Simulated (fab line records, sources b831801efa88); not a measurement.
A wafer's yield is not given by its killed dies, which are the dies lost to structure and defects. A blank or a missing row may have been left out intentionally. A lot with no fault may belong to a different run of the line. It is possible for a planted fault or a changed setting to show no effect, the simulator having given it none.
Which tool did it? | flow sky130 | route of 708 steps, sampled at 1 step: 12 lots, 36 wafers

== WHAT THE GAUGES SHOWED, per wafer ==
SKY_DNWELL_TW_MEAS_09.
lot  | measured    | on            | DNWELL_TW
L074 | day 3 07:52 | film metro-02 | 1117 1112 1108
L077 | day 3 21:44 | film metro-04 | 1118 1124 1120
L079 | day 4 08:58 | film metro-02 | 1112 1114 1108
L081 | day 4 15:03 | film metro-02 | 1109 1112 1111
L083 | day 5 05:39 | film metro-01 | 1114 1121 1118
L085 | day 5 17:46 | film metro-02 | 1120 1123 1124
L087 | day 6 05:04 | film metro-04 | 1133 1135 1137
L089 | day 6 14:07 | film metro-01 | 1121 1116 1121
L091 | day 7 00:04 | film metro-01 | 1115 1127 1129
L093 | day 7 08:47 | film metro-04 | 1126 1135 1136
L095 | day 8 07:12 | film metro-01 | 1129 1123 1121
L096 | day 8 18:37 | film metro-01 | 1124 1126 1121

== WHAT TOOL EACH LOT RAN ON (gives the tool, then ch and the chambers of the sampled wafers, and finally the start) ==
No process step before these readings appears in the record.

== THE ANSWER, worked out from the rows above alone ==
Rule: the usual values come from the lots themselves. Put in order of their means at a reading, lots are off if they are a third of the lots or fewer, leave a main group of 4 or more, and stand apart from it by a gap of 3 or more times the standard deviation of the main group's means; of several such gaps the widest counts. A main group whose means are all the same, to the digits that the tables above print for the reading, isn't used. A lot without any number at a reading at which 4 lots or more have one is off too. The other lots that the step has rows for count as sound.
No lot is off on any of the readings shown, so nothing can be concluded from this.

== WHAT THE SIMULATOR HAD INSERTED ==
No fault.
